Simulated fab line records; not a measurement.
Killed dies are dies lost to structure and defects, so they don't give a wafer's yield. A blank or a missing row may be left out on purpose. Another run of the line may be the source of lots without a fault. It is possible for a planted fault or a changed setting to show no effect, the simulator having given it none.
fab line records	flow gf180mcu
record lots=24	wafers=72	last_day=34
route steps=602 shown MIM@504 M5@533 V5@557
lots untouched by any fault: they come from a run of this same line in which no faults occurred
start_h: hours from the record's opening day to when the first of the lot's shown wafers began	wait_h: time in hours since the lot's previous step	" as in the row above	L1.1+2: a single row standing in for several wafers	- value missing, or start not given	* or withheld: withheld	< > ~ a bound
route shown NAME@n: NAME is a module with steps in the file, n the number in the route of the first one	usual: mean/standard deviation taken from wafers without a fault	same: alike in all rows	chamber/n: place in a boat	sites: readings site by site	_std_site: the standard deviation of these	_edge_site: mean of outer sites minus mean of inner sites	radius_mm: how far each site lies from the wafer's centre	mask NAME#n: copy n	behind: the most recent tool/chamber to have shaped the wafer	hold: why the lot was held/for how many hours/how that ended	device: transistor that didn't switch, given as n, p or np	end of line: tests of these same wafers at the route's end	step lacking rows: just its recipe	killed: the dies lost at the first sort to structure and to defects; this is not the yield of the wafer	map: the dies of a wafer, with x for killed, . for not killed, _ for no die there
set.NAME: the setting the step ran with; set.NAME@STEP: the setting that earlier step ran with	model.NAME: the simulator's own value behind a step, which no gauge read
route steps across a sampled set of lots; one table per step, one row per wafer
services: from which hour (start_h, from the record's first day; less than 0 if before it) a tool's chamber was out of use, for how many hours, and why
## steps
# step GF_MIM_SPUTTER_01
# recipe material=TiN	target_thk_nm=30	power_w=6500	time_s=25	chamber_pressure_pa=0.4
# usual throttle_valve_pct=29.5/0.93
lot.wafer	tool	chamber	start_h	wait_h	throttle_valve_pct
L074.1	pvd_sputter-03	-	571.70	0.1	29.8
L074.3	"	-	"	"	30.0
L074.5	"	-	"	"	29.9
L075.2	pvd_sputter-03	-	582.28	0.1	30.0
L075.3	"	-	"	"	28.5
L075.6	"	-	"	"	28.7
L077.2	pvd_sputter-03	-	583.56	0.1	30.3
L077.3	"	-	"	"	29.9
L077.5	"	-	"	"	30.0
L076.2	pvd_sputter-02	-	587.31	0.1	30.9
L076.3	"	-	"	"	29.4
L076.5	"	-	"	"	31.4
L078.1	pvd_sputter-03	-	599.02	0.1	30.1
L078.2	"	-	"	"	30.1
L078.5	"	-	"	"	29.8
L079.3	pvd_sputter-04	-	604.81	0.1	29.0
L079.5	"	-	"	"	29.6
L079.6	"	-	"	"	29.2
L080.4	pvd_sputter-03	-	617.71	0.0	30.0
L080.5	"	-	"	"	28.4
L080.6	"	-	"	"	29.8
L081.1	pvd_sputter-03	-	620.40	0.1	28.5
L081.2	"	-	"	"	29.7
L081.3	"	-	"	"	30.3
L082.2	pvd_sputter-04	-	635.55	0.1	28.8
L082.3	"	-	"	"	29.2
L082.6	"	-	"	"	29.1
L083.4	pvd_sputter-02	-	641.95	0.1	31.5
L083.5	"	-	"	"	30.6
L083.6	"	-	"	"	31.4
L084.1	pvd_sputter-03	-	647.20	0.1	29.7
L084.4	"	-	"	"	29.8
L084.5	"	-	"	"	29.9
L085.1	pvd_sputter-04	-	656.21	0.1	28.8
L085.4	"	-	"	"	29.4
L085.6	"	-	"	"	28.0
L086.1	pvd_sputter-02	-	662.51	0.1	28.6
L086.2	"	-	"	"	29.4
L086.3	"	-	"	"	31.5
L087.3	pvd_sputter-02	-	673.16	0.1	30.6
L087.5	"	-	"	"	31.2
L087.6	"	-	"	"	29.3
L089.2	pvd_sputter-02	-	685.05	0.1	30.8
L089.4	"	-	"	"	28.6
L089.6	"	-	"	"	29.4
L088.2	pvd_sputter-03	-	687.05	0.1	28.4
L088.4	"	-	"	"	29.9
L088.5	"	-	"	"	28.8
L091.2	pvd_sputter-03	-	698.30	0.1	28.6
L091.3	"	-	"	"	29.8
L091.4	"	-	"	"	29.8
L090.1	pvd_sputter-02	-	700.19	0.1	28.6
L090.2	"	-	"	"	30.6
L090.3	"	-	"	"	31.3
L092.3	pvd_sputter-02	-	708.96	0.1	29.6
L092.5	"	-	"	"	29.3
L092.6	"	-	"	"	31.2
L093.2	pvd_sputter-04	-	714.96	0.1	29.0
L093.3	"	-	"	"	29.0
L093.6	"	-	"	"	29.1
L095.1	pvd_sputter-04	-	717.75	0.1	29.1
L095.3	"	-	"	"	28.1
L095.5	"	-	"	"	28.9
L094.1	pvd_sputter-02	-	719.66	0.1	29.2
L094.3	"	-	"	"	31.6
L094.5	"	-	"	"	28.4
L096.1	pvd_sputter-04	-	728.61	0.1	28.1
L096.3	"	-	"	"	29.6
L096.5	"	-	"	"	28.9
L097.2	pvd_sputter-04	-	735.30	0.1	28.9
L097.3	"	-	"	"	28.1
L097.5	"	-	"	"	29.1
# step GF_MIM_SPUTTER_09
# recipe material=TiN	target_thk_nm=35	power_w=6248	time_s=29.2	chamber_pressure_pa=0.4
# usual throttle_valve_pct=29.5/0.98
lot.wafer	tool	chamber	start_h	wait_h	throttle_valve_pct
L074.1	pvd_sputter-02	-	572.02	0.0	28.4
L074.3	"	-	"	"	31.3
L074.5	"	-	"	"	29.3
L075.2	pvd_sputter-02	-	582.56	0.0	31.1
L075.3	"	-	"	"	29.5
L075.6	"	-	"	"	31.3
L077.2	pvd_sputter-04	-	583.84	0.0	29.7
L077.3	"	-	"	"	28.2
L077.5	"	-	"	"	29.0
L076.2	pvd_sputter-04	-	587.59	0.0	28.0
L076.3	"	-	"	"	28.9
L076.5	"	-	"	"	29.4
L078.1	pvd_sputter-02	-	599.30	0.0	28.7
L078.2	"	-	"	"	29.2
L078.5	"	-	"	"	31.4
L079.3	pvd_sputter-02	-	605.09	0.0	31.3
L079.5	"	-	"	"	31.2
L079.6	"	-	"	"	29.3
L080.4	pvd_sputter-02	-	617.98	0.0	29.5
L080.5	"	-	"	"	29.4
L080.6	"	-	"	"	28.7
L081.1	pvd_sputter-04	-	620.69	0.0	29.5
L081.2	"	-	"	"	29.5
L081.3	"	-	"	"	28.2
L082.2	pvd_sputter-02	-	635.83	0.0	30.8
L082.3	"	-	"	"	31.3
L082.6	"	-	"	"	29.5
L083.4	pvd_sputter-03	-	642.23	0.0	28.5
L083.5	"	-	"	"	28.4
L083.6	"	-	"	"	29.9
L084.1	pvd_sputter-04	-	647.48	0.0	29.1
L084.4	"	-	"	"	29.5
L084.5	"	-	"	"	28.8
L085.1	pvd_sputter-03	-	656.49	0.0	29.8
L085.4	"	-	"	"	28.6
L085.6	"	-	"	"	29.9
L086.1	pvd_sputter-03	-	662.79	0.0	29.7
L086.2	"	-	"	"	29.8
L086.3	"	-	"	"	28.7
L087.3	pvd_sputter-03	-	673.44	0.0	30.0
L087.5	"	-	"	"	29.8
L087.6	"	-	"	"	29.9
L089.2	pvd_sputter-03	-	685.33	0.0	29.4
L089.4	"	-	"	"	28.6
L089.6	"	-	"	"	28.6
L088.2	pvd_sputter-04	-	687.34	0.0	29.4
L088.4	"	-	"	"	29.2
L088.5	"	-	"	"	29.4
L091.2	pvd_sputter-02	-	698.58	0.0	30.8
L091.3	"	-	"	"	29.5
L091.4	"	-	"	"	31.2
L090.1	pvd_sputter-04	-	700.47	0.0	28.9
L090.2	"	-	"	"	28.7
L090.3	"	-	"	"	28.4
L092.3	pvd_sputter-02	-	709.24	0.0	28.5
L092.5	"	-	"	"	29.2
L092.6	"	-	"	"	31.3
L093.2	pvd_sputter-03	-	715.24	0.0	28.7
L093.3	"	-	"	"	30.0
L093.6	"	-	"	"	28.5
L095.1	pvd_sputter-02	-	718.04	0.0	29.4
L095.3	"	-	"	"	31.5
L095.5	"	-	"	"	31.3
L094.1	pvd_sputter-04	-	719.94	0.0	28.9
L094.3	"	-	"	"	27.8
L094.5	"	-	"	"	28.2
L096.1	pvd_sputter-02	-	728.89	0.0	28.2
L096.3	"	-	"	"	31.3
L096.5	"	-	"	"	31.4
L097.2	pvd_sputter-02	-	735.58	0.0	31.3
L097.3	"	-	"	"	29.1
L097.5	"	-	"	"	28.3
# step GF_MIM_METAL_ETCH_19
# recipe chemistry=Cl2/BCl3	mask_material=NOVOLAK	stop_on=Si3N4	target_depth_nm=324.5	pressure_mtorr=8	icp_w=800	bias_w=140	Cl2_flow_sccm=80	bcl3_flow_sccm=40	time_s=54.1
# usual drypump_motor_current_A=5.7/0.41	he_backside_leak_sccm=3.19/0.21	oes_product_au=0.940/0.0065	throttle_valve_pct=28.282/0.011
lot.wafer	tool	chamber	start_h	wait_h	drypump_motor_current_A	he_backside_leak_sccm	oes_product_au	rf_hours_counter_h	throttle_valve_pct
L074.1	rie_metal-01	0	593.89	0.1	5.6	3.19	0.930	3	28.309
L074.3	"	1	"	"	5.3	3.17	0.939	-	28.292
L074.5	"	0	"	"	5.7	3.24	0.939	-	28.295
L075.2	rie_metal-03	1	603.94	0.1	5.3	3.03	0.938	0	28.268
L075.3	"	0	"	"	5.9	3.34	0.943	-	28.277
L075.6	"	1	"	"	5.3	3.05	0.930	-	28.266
L077.2	rie_metal-01	0	604.84	0.1	5.7	2.85	0.938	4	28.285
L077.3	"	0	"	"	5.6	2.92	0.932	-	28.286
L077.5	"	1	"	"	5.3	3.33	0.937	-	28.294
L076.2	rie_metal-04	0	608.79	0.1	6.8	3.41	0.949	10	28.277
L076.3	"	1	"	"	6.3	2.91	0.946	-	28.263
L076.5	"	0	"	"	6.8	3.37	0.942	-	28.272
L078.1	rie_metal-04	0	619.65	0.1	6.7	3.28	0.948	10	28.269
L078.2	"	1	"	"	6.2	2.92	0.943	9	28.273
L078.5	"	0	"	"	6.8	3.43	0.949	-	28.259
L079.3	rie_metal-03	0	625.58	0.1	5.9	3.24	0.946	-	28.301
L079.5	"	1	"	"	5.3	3.12	0.940	-	28.284
L079.6	"	0	"	"	5.9	3.40	0.931	-	28.286
L080.4	rie_metal-03	1	638.47	0.1	5.3	3.17	0.941	-	28.290
L080.5	"	1	"	"	5.3	3.20	0.940	-	28.276
L080.6	"	0	"	"	5.9	3.58	0.933	-	28.279
L081.1	rie_metal-03	1	641.34	0.1	5.3	3.02	0.940	2	28.273
L081.2	"	0	"	"	5.9	3.49	0.950	13	28.259
L081.3	"	0	"	"	5.9	3.19	0.946	-	28.274
L082.2	rie_metal-04	0	655.59	0.1	6.7	3.39	0.941	11	28.282
L082.3	"	0	"	"	6.7	3.26	0.942	-	28.279
L082.6	"	1	"	"	6.2	3.13	0.934	-	28.286
L083.4	rie_metal-03	0	662.27	0.1	5.9	3.21	0.928	-	28.293
L083.5	"	0	"	"	5.9	3.42	0.936	-	28.285
L083.6	"	1	"	"	5.3	3.09	0.928	-	28.274
L084.1	rie_metal-01	0	666.39	0.1	5.7	3.14	0.936	6	28.296
L084.4	"	0	"	"	5.7	3.11	0.947	-	28.292
L084.5	"	1	"	"	5.3	3.32	0.930	-	28.290
L085.1	rie_metal-03	1	675.89	0.1	5.3	3.02	0.950	3	28.254
L085.4	"	0	"	"	5.9	3.25	0.943	-	28.287
L085.6	"	0	"	"	5.9	3.46	0.942	-	28.290
L086.1	rie_metal-01	1	682.34	0.1	5.3	3.13	0.945	14	28.263
L086.2	"	0	"	"	5.7	2.78	0.935	7	28.280
L086.3	"	1	"	"	5.3	3.28	0.952	-	28.279
L087.3	rie_metal-01	1	692.72	0.1	5.3	3.18	0.941	-	28.293
L087.5	"	1	"	"	5.3	3.33	0.945	-	28.276
L087.6	"	0	"	"	5.7	3.08	0.945	-	28.296
L089.2	rie_metal-03	1	703.87	0.1	5.3	3.16	0.950	-	28.275
L089.4	"	1	"	"	5.3	3.21	0.943	-	28.294
L089.6	"	1	"	"	5.3	3.21	0.952	-	28.275
L088.2	rie_metal-03	1	705.82	0.1	5.3	3.31	0.944	-	28.289
L088.4	"	1	"	"	5.3	3.15	0.944	-	28.280
L088.5	"	1	"	"	5.3	3.34	0.944	-	28.289
L091.2	rie_metal-01	0	715.94	0.1	5.7	3.13	0.935	8	28.283
L091.3	"	0	"	"	5.7	3.14	0.938	-	28.291
L091.4	"	1	"	"	5.3	3.12	0.951	-	28.280
L090.1	rie_metal-01	0	717.49	0.1	5.7	2.83	0.930	8	28.294
L090.2	"	1	"	"	5.3	3.34	0.935	16	28.282
L090.3	"	1	"	"	5.3	3.18	0.933	-	28.270
L092.3	rie_metal-03	1	726.81	0.1	5.3	2.99	0.938	-	28.283
L092.5	"	1	"	"	5.3	3.03	0.939	-	28.289
L092.6	"	0	"	"	5.9	3.22	0.940	-	28.266
L093.2	rie_metal-03	0	732.70	0.1	5.9	3.12	0.938	1	28.296
L093.3	"	1	"	"	5.3	3.10	0.936	-	28.309
L093.6	"	0	"	"	5.9	3.37	0.932	-	28.287
L095.1	rie_metal-03	0	735.49	0.1	5.9	3.25	0.946	1	28.272
L095.3	"	0	"	"	5.9	3.42	0.949	-	28.274
L095.5	"	0	"	"	5.9	3.33	0.950	-	28.276
L094.1	rie_metal-03	1	737.30	0.1	5.3	3.06	0.935	6	28.281
L094.3	"	0	"	"	5.9	3.56	0.937	-	28.276
L094.5	"	1	"	"	5.3	3.02	0.938	-	28.280
L096.1	rie_metal-01	0	745.44	0.1	5.6	3.24	0.942	10	28.272
L096.3	"	0	"	"	5.6	3.07	0.939	-	28.277
L096.5	"	0	"	"	5.6	3.29	0.942	-	28.273
L097.2	rie_metal-03	0	751.84	0.1	5.9	3.33	0.950	2	28.279
L097.3	"	0	"	"	5.9	2.94	0.947	-	28.272
L097.5	"	1	"	"	5.3	3.08	0.945	-	28.270
# step GF_M5_CD_MEAS_07
# recipe target_cd_nm=280
# usual cd_nm=280.1/1.2
lot.wafer	tool	chamber	start_h	wait_h	cd_nm
L074.1	cd_sem-02	-	616.00	0.1	278.7
L074.3	"	-	"	"	278.4
L074.5	"	-	"	"	278.3
L075.2	cd_sem-01	-	625.12	0.1	279.8
L075.3	"	-	"	"	279.7
L075.6	"	-	"	"	279.4
L077.2	cd_sem-02	-	625.77	0.1	279.9
L077.3	"	-	"	"	280.9
L077.5	"	-	"	"	280.0
L076.2	cd_sem-01	-	629.72	0.1	280.1
L076.3	"	-	"	"	279.2
L076.5	"	-	"	"	280.1
L078.1	cd_sem-01	-	640.80	0.1	281.2
L078.2	"	-	"	"	281.8
L078.5	"	-	"	"	281.4
L079.3	cd_sem-01	-	646.24	0.1	277.7
L079.5	"	-	"	"	279.1
L079.6	"	-	"	"	278.1
L080.4	cd_sem-01	-	658.55	0.1	279.3
L080.5	"	-	"	"	279.8
L080.6	"	-	"	"	280.8
L081.1	cd_sem-01	-	661.95	0.1	282.0
L081.2	"	-	"	"	281.4
L081.3	"	-	"	"	282.3
L082.2	cd_sem-02	-	675.57	0.1	279.5
L082.3	"	-	"	"	280.2
L082.6	"	-	"	"	280.7
L083.4	cd_sem-01	-	682.16	0.1	281.1
L083.5	"	-	"	"	280.4
L083.6	"	-	"	"	280.0
L084.1	cd_sem-02	-	686.21	0.1	279.7
L084.4	"	-	"	"	278.9
L084.5	"	-	"	"	279.7
L085.1	cd_sem-02	-	695.64	0.1	279.3
L085.4	"	-	"	"	280.6
L085.6	"	-	"	"	280.4
L086.1	cd_sem-02	-	701.52	0.2	279.8
L086.2	"	-	"	"	280.2
L086.3	"	-	"	"	279.9
L087.3	cd_sem-02	-	711.09	0.1	283.1
L087.5	"	-	"	"	283.1
L087.6	"	-	"	"	281.7
L089.2	cd_sem-01	-	721.91	0.1	278.6
L089.4	"	-	"	"	279.1
L089.6	"	-	"	"	278.6
L088.2	cd_sem-02	-	723.72	0.1	281.0
L088.4	"	-	"	"	280.3
L088.5	"	-	"	"	281.8
L091.2	cd_sem-01	-	733.18	0.2	280.3
L091.3	"	-	"	"	279.6
L091.4	"	-	"	"	280.3
L090.1	cd_sem-02	-	734.80	0.1	280.8
L090.2	"	-	"	"	280.4
L090.3	"	-	"	"	281.1
L092.3	cd_sem-01	-	744.69	0.1	278.2
L092.5	"	-	"	"	277.7
L092.6	"	-	"	"	278.3
L093.2	cd_sem-02	-	749.66	0.1	280.9
L093.3	"	-	"	"	279.4
L093.6	"	-	"	"	279.4
L095.1	cd_sem-01	-	752.30	0.1	280.8
L095.3	"	-	"	"	279.9
L095.5	"	-	"	"	280.0
L094.1	cd_sem-01	-	754.49	0.1	279.5
L094.3	"	-	"	"	279.5
L094.5	"	-	"	"	280.2
L096.1	cd_sem-01	-	762.45	0.1	281.6
L096.3	"	-	"	"	280.4
L096.5	"	-	"	"	281.1
L097.2	cd_sem-01	-	769.01	0.1	277.6
L097.3	"	-	"	"	279.6
L097.5	"	-	"	"	279.7
# step GF_V5_ETCH_17
# recipe chemistry=C4F8/O2/Ar	mask_material=KrF	target=SiO2	stop_on=TiN	source_w=1500	bias_w=1200	pressure_mtorr=40	c4f8_flow_sccm=withheld	O2_flow_sccm=6	Ar_flow_sccm=300	time_s=withheld	target_depth_a=8550
# usual oes_product_au=0.868/0.0044
lot.wafer	tool	chamber	start_h	wait_h	oes_product_au
L074.1	rie_diel-02	3	-	-	0.867
L074.3	"	0	"	"	0.866
L074.5	"	0	"	"	0.871
L075.2	rie_diel-02	2	-	-	0.863
L075.3	"	3	"	"	0.873
L075.6	"	0	"	"	0.865
L077.2	rie_diel-03	1	-	-	0.869
L077.3	"	2	"	"	0.855
L077.5	"	2	"	"	0.862
L076.2	rie_diel-02	3	-	-	0.869
L076.3	"	2	"	"	0.866
L076.5	"	3	"	"	0.867
L078.1	rie_diel-02	0	-	-	0.863
L078.2	"	2	"	"	0.865
L078.5	"	1	"	"	0.867
L079.3	rie_diel-03	2	-	-	0.863
L079.5	"	0	"	"	0.863
L079.6	"	1	"	"	0.874
L080.4	rie_diel-03	2	-	-	0.862
L080.5	"	3	"	"	0.864
L080.6	"	2	"	"	0.878
L081.1	rie_diel-03	2	-	-	0.862
L081.2	"	3	"	"	0.872
L081.3	"	1	"	"	0.864
L082.2	rie_diel-04	2	-	-	0.867
L082.3	"	1	"	"	0.871
L082.6	"	2	"	"	0.868
L083.4	rie_diel-04	3	-	-	0.864
L083.5	"	1	"	"	0.869
L083.6	"	0	"	"	0.867
L084.1	rie_diel-04	2	-	-	0.870
L084.4	"	1	"	"	0.871
L084.5	"	0	"	"	0.870
L085.1	rie_diel-03	0	-	-	0.866
L085.4	"	2	"	"	0.866
L085.6	"	3	"	"	0.873
L086.1	rie_diel-04	0	-	-	0.875
L086.2	"	2	"	"	0.861
L086.3	"	3	"	"	0.874
L087.3	rie_diel-04	2	-	-	0.869
L087.5	"	2	"	"	0.871
L087.6	"	1	"	"	0.859
L089.2	rie_diel-03	0	-	-	0.865
L089.4	"	2	"	"	0.868
L089.6	"	3	"	"	0.866
L088.2	rie_diel-04	2	-	-	0.867
L088.4	"	1	"	"	0.869
L088.5	"	1	"	"	0.864
L091.2	rie_diel-03	1	-	-	0.864
L091.3	"	0	"	"	0.873
L091.4	"	3	"	"	0.864
L090.1	rie_diel-02	1	-	-	0.869
L090.2	"	2	"	"	0.874
L090.3	"	0	"	"	0.867
L092.3	rie_diel-04	1	-	-	0.869
L092.5	"	3	"	"	0.880
L092.6	"	0	"	"	0.861
L093.2	rie_diel-03	2	-	-	0.866
L093.3	"	3	"	"	0.865
L093.6	"	1	"	"	0.866
L095.1	rie_diel-02	1	-	-	0.870
L095.3	"	0	"	"	0.879
L095.5	"	2	"	"	0.867
L094.1	rie_diel-03	3	-	-	0.877
L094.3	"	0	"	"	0.863
L094.5	"	2	"	"	0.867
L096.1	rie_diel-04	1	-	-	0.867
L096.3	"	3	"	"	0.874
L096.5	"	1	"	"	0.863
L097.2	rie_diel-04	3	-	-	0.870
L097.3	"	1	"	"	0.864
L097.5	"	0	"	"	0.873
# step GF_V5_CVD_23
# recipe material=W	target_thk_nm=350	time_s=104.9	temp_c=400	pressure_torr=40
# usual heater_power_w=824/85
lot.wafer	tool	chamber	start_h	wait_h	heater_power_w
L074.1	cvd_w-01	1	639.18	0.0	841
L074.3	"	0	"	"	802
L074.5	"	1	"	"	865
L075.2	cvd_w-01	1	647.53	0.0	843
L075.3	"	0	"	"	805
L075.6	"	0	"	"	804
L077.2	cvd_w-02	0	648.81	0.0	924
L077.3	"	1	"	"	700
L077.5	"	1	"	"	701
L076.2	cvd_w-02	0	653.13	0.0	928
L076.3	"	1	"	"	691
L076.5	"	0	"	"	907
L078.1	cvd_w-01	1	663.53	0.0	827
L078.2	"	0	"	"	818
L078.5	"	1	"	"	834
L079.3	cvd_w-02	1	668.02	0.1	718
L079.5	"	1	"	"	700
L079.6	"	0	"	"	934
L080.4	cvd_w-02	1	680.21	0.1	695
L080.5	"	1	"	"	705
L080.6	"	0	"	"	945
L081.1	cvd_w-02	0	683.41	0.0	931
L081.2	"	1	"	"	726
L081.3	"	0	"	"	929
L082.2	cvd_w-02	0	697.49	0.0	917
L082.3	"	1	"	"	725
L082.6	"	0	"	"	939
L083.4	cvd_w-01	0	703.70	0.1	818
L083.5	"	1	"	"	839
L083.6	"	0	"	"	809
L084.1	cvd_w-02	0	707.33	0.0	913
L084.4	"	1	"	"	715
L084.5	"	1	"	"	708
L085.1	cvd_w-01	0	716.29	0.0	825
L085.4	"	0	"	"	806
L085.6	"	1	"	"	852
L086.1	cvd_w-01	1	721.69	0.0	833
L086.2	"	0	"	"	808
L086.3	"	1	"	"	840
L087.3	cvd_w-02	1	730.70	0.1	715
L087.5	"	1	"	"	726
L087.6	"	0	"	"	928
L089.2	cvd_w-02	1	741.63	0.0	712
L089.4	"	0	"	"	954
L089.6	"	0	"	"	947
L088.2	cvd_w-02	0	743.26	0.0	940
L088.4	"	0	"	"	937
L088.5	"	1	"	"	708
L091.2	cvd_w-01	1	752.13	0.0	860
L091.3	"	1	"	"	846
L091.4	"	0	"	"	810
L090.1	cvd_w-02	1	753.73	0.0	700
L090.2	"	0	"	"	917
L090.3	"	0	"	"	917
L092.3	cvd_w-02	1	764.16	0.1	716
L092.5	"	0	"	"	935
L092.6	"	1	"	"	715
L093.2	cvd_w-01	1	768.42	0.0	851
L093.3	"	1	"	"	872
L093.6	"	1	"	"	840
L095.1	cvd_w-02	1	771.03	0.0	719
L095.3	"	1	"	"	701
L095.5	"	1	"	"	740
L094.1	cvd_w-01	1	772.74	0.0	866
L094.3	"	0	"	"	808
L094.5	"	0	"	"	796
L096.1	cvd_w-02	1	781.01	0.0	721
L096.3	"	0	"	"	931
L096.5	"	1	"	"	707
L097.2	cvd_w-01	0	786.27	0.0	822
L097.3	"	0	"	"	820
L097.5	"	1	"	"	853
## services
tool	chamber	start_h	hours	kind
cvd_w-01	-	548.04	14.6	pm
rie_metal-03	1	549.74	4.9	repair
cvd_w-01	1	563.43	18.1	repair
rie_metal-03	-	578.51	2.8	pm
rie_diel-03	1	585.98	15.4	repair
rie_metal-03	-	595.60	1.0	repair
pvd_sputter-03	-	599.17	2.7	repair
rie_diel-03	3	616.67	5.3	repair
rie_diel-04	3	633.20	7.6	repair
rie_diel-04	0	633.34	11.3	repair
cvd_w-01	-	643.17	1.0	repair
rie_diel-04	2	655.42	29.9	repair
rie_metal-03	-	659.17	0.2	repair
rie_metal-03	-	692.10	1.4	pm
pvd_sputter-02	-	695.77	1.9	repair
rie_diel-04	-	699.36	1.2	repair
rie_diel-04	-	710.52	0.7	repair
pvd_sputter-04	-	716.38	0.7	repair
rie_diel-03	0	757.91	9.2	repair
rie_diel-03	1	771.64	2.0	repair
rie_diel-03	1	779.32	13.3	repair
pvd_sputter-02	-	779.83	1.4	repair
pvd_sputter-04	-	782.63	7.4	repair
rie_metal-03	1	783.18	13.2	repair
## key
fault none
